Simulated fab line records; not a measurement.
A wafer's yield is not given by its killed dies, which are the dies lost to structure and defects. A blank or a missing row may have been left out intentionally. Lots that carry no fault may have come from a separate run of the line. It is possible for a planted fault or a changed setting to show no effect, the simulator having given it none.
Matching of chambers	flow gf180mcu	pecvd-03 running GF_PASSIVATION_CVD_02: 3 sister chambers
The step deposits Si3N4, target thk 700 nm, time 486.18 s. 3 wafers are shown with their chamber, then 7 later ones without.

WAFERS PAIRED WITH THEIR CHAMBERS
wafer	chamber	heater_power_w (W)
L082.6	2	698
L090.2	0	704
L090.3	1	832

WAFERS WHOSE CHAMBER IS MISSING
wafer	heater_power_w (W)
L090.4	558
L094.1	683
L094.3	654
L094.5	559
L095.1	674
L095.3	723
L095.6	706

CHAMBER TAKEN BY EACH
wafer	from the rows above	in truth
L090.4	can't be placed: 2 or 0 or 1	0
L094.1	can't be placed: 2 or 0 or 1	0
L094.3	can't be placed: 2 or 0 or 1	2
L094.5	can't be placed: 2 or 0 or 1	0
L095.1	can't be placed: 2 or 0 or 1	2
L095.3	can't be placed: 0 or 2 or 1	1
L095.6	can't be placed: 0 or 2 or 1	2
Placed correctly: 0 of 7. From these rows, 7 cannot be placed; in 7 the true chamber is one of the candidates. Number placed wrongly: 0.
How it was worked out, from the rows above alone: a wafer's distance from a chamber is the root of the sum, over the readings, of the square of ((its reading less the chamber's mean) divided by the reading's scatter). If the next closest chamber is less than 2 further off than the closest, the wafer can't be placed; otherwise it belongs to the closest. Each chamber's mean is taken over the wafers shown for it. The scatter: root of mean squared gap, hidden wafer to nearest shown wafer, with one shown wafer a chamber.
